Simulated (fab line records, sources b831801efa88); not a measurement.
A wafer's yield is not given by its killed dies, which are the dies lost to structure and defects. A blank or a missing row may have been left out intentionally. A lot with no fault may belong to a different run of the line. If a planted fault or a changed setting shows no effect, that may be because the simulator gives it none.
Problem report, 8D (eight disciplines) form, completed by code || flow sky130 || the parts of the form that need people (team, actions taken, sign-off) are left out

1. THE ISSUE
At SKY_SD_P_CD_MEAS_07, cd_nm averages 344.5 nm over 4 wafers from 2 lots, while fault-free wafers read 379.6 nm, standard deviation 2.8. That is -13 standard deviations from the usual mean.
The step: target cd 380 nm.
Earliest sighting: wafer L716.4 on cd_sem-01 at day 31 07:43. Wafers with a number at this step in the record: 41, from 14 lots. By rule, "out" or "out of limits" means more than 4 standard deviations away from the usual mean. Any other wafer with a number is counted as sound.

2. WHAT IT IS; WHAT IT IS NOT
{"question": "which readings at this step", "is": "cd_nm", "is not": "-"}
{"question": "which lots", "is": "L716, L723", "is not": "L701, L703, L704, L705, L706, L708, L709, L710, L711, L712, L713, L724"}
{"question": "which wafers of those lots", "is": "L716.4, L716.6, L723.4, L723.6", "is not": "L723.5"}
{"question": "read on which gauges", "is": "cd_sem-01", "is not": "cd_sem-02"}
{"question": "when", "is": "from day 31 07:43", "is not": "up to then (33 sound wafers); but 4 sound wafers of L723, L724 came after"}

3. WHAT RULES OUT EACH SUSPECT
Counting: any tool at a process step up to the reading remains a suspect provided it ran every lot that is out. Sound lots after the first of them don't rule it out here, since some wafers of a struck lot are sound.
- the gauge at SKY_SD_P_CD_MEAS_07: kept. All the wafers that are out were read on cd_sem-01, and no step on other tools shows them out.
- litho_track-04 at SKY_SD_P_DEVELOP_06 (develop time 60 s): kept. It ran every lot that is out, first L716 (day 31 07:35); its last sound lot up to then is L706 (day 27 21:58).
Remaining after the count are litho_track-04 at SKY_SD_P_DEVELOP_06 and cd_sem-01 at SKY_SD_P_CD_MEAS_07.

4. THE CAUSE (what the simulator had put in)
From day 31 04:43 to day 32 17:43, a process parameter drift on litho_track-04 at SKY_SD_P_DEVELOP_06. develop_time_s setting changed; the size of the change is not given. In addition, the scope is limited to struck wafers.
After counting, 2 suspects remain, this tool included.

5. SEQUENCE OF EFFECTS, ordered by route
Each row: a reading whose mean over the struck wafers that have a number lies more than 3 standard deviations from the usual. Readings are gone through only where the record gives a usual standard deviation; hours: the median, over the lots, of the time from a lot's start at the first step in this table giving one to that lot's start at this step; sigmas: the change measured in usual standard deviations.
{"hours": 0, "step": "SKY_SD_P_CD_MEAS_07", "reading": "cd_nm", "usual": "379.6 nm", "on struck wafers": 344.5, "change": -35.1, "sigmas": -13}

6. WHAT WOULD HAVE CAUGHT IT SOONER
Counted from the fault's start at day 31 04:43, it took 3 hours until the first out-of-limits reading at a measuring or inspecting step in this record, taken at day 31 07:43.
No tool reading at SKY_SD_P_DEVELOP_06 that has a usual standard deviation in the record was out on any struck wafer, so an alarm limit of 4 standard deviations on those readings would not have fired.
L723, from the lots that are out (2), started SKY_SD_P_DEVELOP_06 on litho_track-04 later than day 31 07:43. It would have been spared by a hold on the tool at that moment.
